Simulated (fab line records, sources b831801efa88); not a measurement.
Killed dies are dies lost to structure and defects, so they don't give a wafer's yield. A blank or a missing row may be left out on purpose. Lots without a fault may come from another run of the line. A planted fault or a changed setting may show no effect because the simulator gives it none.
Which tool did it? | flow gf180mcu | 7 lots, 21 wafers sampled, at 2 steps of a route of 602

WHAT THE GAUGES READ, wafer by wafer
GF_VT_IMPLANT_OVL_MEAS_07.
lot  | measured     | on         | VT_IMPLANT_OVL (nm)
L810 | day 5 22:56  | overlay-02 | -1.7 -1.3 -0.5
L812 | day 6 08:01  | overlay-01 | 0.7 0.8 0.6
L819 | day 8 00:56  | overlay-02 | -108.1 -108.8 -108.0 -107.7 -109.1 -107.7
L821 | day 8 14:46  | overlay-01 | -106.9 -106.7 -107.2 -106.9 -106.5 -107.5
L823 | day 9 02:20  | overlay-01 | 0.7 -1.3 0.8
L830 | day 11 12:49 | overlay-01 | -1.2 -2.2 -1.6
L832 | day 12 03:25 | overlay-01 | 1.4 0.5 -0.5

WHICH TOOL RAN EACH LOT (tool, then ch and the chambers of the sampled wafers, then the start)
lot  | GF_VT_IMPLANT_EXPOSE_04
L810 | iline_stepper-02 ch 0, day 5 15:28
L812 | iline_stepper-01 ch 0, day 6 01:04
L819 | iline_stepper-01 ch 0, day 7 17:38
L821 | iline_stepper-01 ch 0, day 8 07:13
L823 | iline_stepper-02 ch 0, day 8 18:17
L830 | iline_stepper-02 ch 0, day 11 04:35
L832 | iline_stepper-02 ch 0, day 11 17:55
- GF_VT_IMPLANT_EXPOSE_04: exposes mask LVPWELL LV AREA, target cd 600 nm.

THE ANSWER, worked out from the rows above alone
Rule: what is usual is taken from the lots themselves. Put in order of their means at a reading, lots are off if they are a third of the lots or fewer, leave a main group of 4 or more, and stand apart from it by a gap of 3 or more times the standard deviation of the main group's means; of several such gaps the widest counts. A main group whose means are all the same, to the digits that the tables above print for the reading, isn't used. A lot without any number at a reading at which 4 lots or more have one is off too. The other lots that the step has rows for count as sound.
Off: L819, L821, at GF_VT_IMPLANT_OVL_MEAS_07 (VT_IMPLANT_OVL). The main group: mean -0.3 nm, standard deviation 0.93.
A tool fits if, at a process step before that reading, it ran every lot that is off, and no sound lot after the first of them. The gauges at GF_VT_IMPLANT_OVL_MEAS_07 are tried like those tools. One fits: iline_stepper-01 at GF_VT_IMPLANT_EXPOSE_04. Its last sound lot is L812 (day 6 01:04), its first lot that is off L819 (day 7 17:38): a fault that began between those two fits.

WHAT THE SIMULATOR HAD PUT IN
Scanner matching overlay: iline_stepper-01, from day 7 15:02 on, at GF_VT_IMPLANT_EXPOSE_04. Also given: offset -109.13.
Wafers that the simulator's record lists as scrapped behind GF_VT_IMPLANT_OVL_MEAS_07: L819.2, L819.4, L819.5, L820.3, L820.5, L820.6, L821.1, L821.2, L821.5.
Lots struck among those shown: L819, L821. The rule above found the same.
